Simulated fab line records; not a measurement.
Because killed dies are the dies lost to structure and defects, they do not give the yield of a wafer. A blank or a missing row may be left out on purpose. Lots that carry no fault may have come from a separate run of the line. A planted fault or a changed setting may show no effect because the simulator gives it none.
Split-lot experiment    flow sky130    23 wafers read across 5 lots, on a route 708 steps long

## ABOUT THE SPLIT
At SKY_NWELL_COAT_05 (resist thk 3000 nm), the setting resist_thk_nm was moved away from the recipe's 3000 nm on 7 of the 23 wafers read, by -2.5% to +5.7%. For the rest of the wafers, this setting stayed at what the recipe calls for.

The reading is taken at the split's own step.

## THE READING
coat_of_NWELL_COAT_05.thk_nm (the simulator's own value, which no gauge read), in nm, at SKY_NWELL_COAT_05 (resist thk 3000 nm). The file does not state a usual value for it. Average 3001 nm, standard deviation 5.8 nm, over the 16 wafers here run with the recipe.

wafer   tool, chamber at the split  resist_thk_nm as run, nm  against the recipe  coat_of_NWELL_COAT_05.thk_nm, nm  against lot-mates on the recipe
L074.1  litho_track-04, 0           2925                      -2.5%               2916                              -83
L074.2  litho_track-04, 0           3000                      recipe              3000                              -
L074.3  litho_track-04, 0           3000                      recipe              2999                              -
L074.5  litho_track-04, 0           3000                      recipe              2999                              -
L074.6  litho_track-04, 0           2925                      -2.5%               2923                              -76
L075.1  litho_track-04, 0           3000                      recipe              2987                              -
L075.3  litho_track-04, 0           3000                      recipe              2997                              -
L075.4  litho_track-04, 0           3000                      recipe              3003                              -
L075.5  litho_track-04, 0           3000                      recipe              2993                              -
L075.6  litho_track-04, 0           3000                      recipe              3000                              -
L077.1  litho_track-04, 0           3103                      +3.4%               3106                              +104
L077.2  litho_track-04, 0           3000                      recipe              3001                              -
L077.4  litho_track-04, 0           3000                      recipe              3008                              -
L077.5  litho_track-04, 0           3103                      +3.4%               3103                              +101
L077.6  litho_track-04, 0           3000                      recipe              2998                              -
L081.1  litho_track-03, 0           3000                      recipe              3001                              -
L081.3  litho_track-03, 0           3000                      recipe              3011                              -
L081.4  litho_track-03, 0           3000                      recipe              3009                              -
L085.1  litho_track-04, 0           3170                      +5.7%               3170                              +165
L085.2  litho_track-04, 0           3000                      recipe              3006                              -
L085.3  litho_track-04, 0           3000                      recipe              3004                              -
L085.4  litho_track-04, 0           3170                      +5.7%               3166                              +161
L085.5  litho_track-04, 0           3170                      +5.7%               3172                              +167

FIT RESULTS
A straight line over all 23 wafers: coat_of_NWELL_COAT_05.thk_nm changes by +30.2 nm for each +1% of resist_thk_nm; r = +1.00; the points scatter about the line by 5.7 nm.
The same after taking each lot's own level away (the mean of its wafers on the recipe; 23 wafers): +29.5 nm for each +1%; r = +1.00; scatter 4.4 nm.
According to that fit, moving resist_thk_nm by its largest amount changes the reading by 1.7e+02 nm.
The span of the lots' own levels, 2996.0 to 3007.0 nm, comes to 1.9 times the standard deviation stated above.
Hence the lot-to-lot level has little effect on the slope; both slopes agree.
Check: with one of the wafers moved furthest among these (+5.7%) left out of the fit, the line predicts +167 nm for it against its lot-mates. It came out at +165 nm against them.

## THE OTHER SPLITS THESE WAFERS WENT THROUGH
Before the reading, these wafers also passed through other splits. Each is held against what the fit with the lots' levels taken away leaves over:
other split on the same wafers        wafers away from the commonest value  r with coat_of_NWELL_COAT_05.thk_nm (lot level and that fit taken away)
SKY_FIELD_ISO_DEVELOP_12 dev_temp_c   7                                     +0.32
SKY_FIELD_ISO_OXIDATION_22 ox_time_s  15                                    -0.19
SKY_DNWELL_SOFTBAKE_03 temp_c         6                                     -0.10

## THE WHOLE CHAIN: every reading that the file lists as answering this split, in the file's order
step                what it does        reading                                                                        change (the file's fit)               r (the file's)
SKY_NWELL_COAT_05   resist thk 3000 nm  coat_of_NWELL_COAT_05.thk_nm (the simulator's own value, which no gauge read)  +29.5 nm for each +1% of the setting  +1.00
SKY_NWELL_STRIP_14  strips in O2/N2     strip_time_to_endpoint_s                                                       withheld for each +1% of the setting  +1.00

## FILE'S OWN FIT
coat_of_NWELL_COAT_05.thk_nm changes by +29.5 nm for each +1% of resist_thk_nm, r = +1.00.
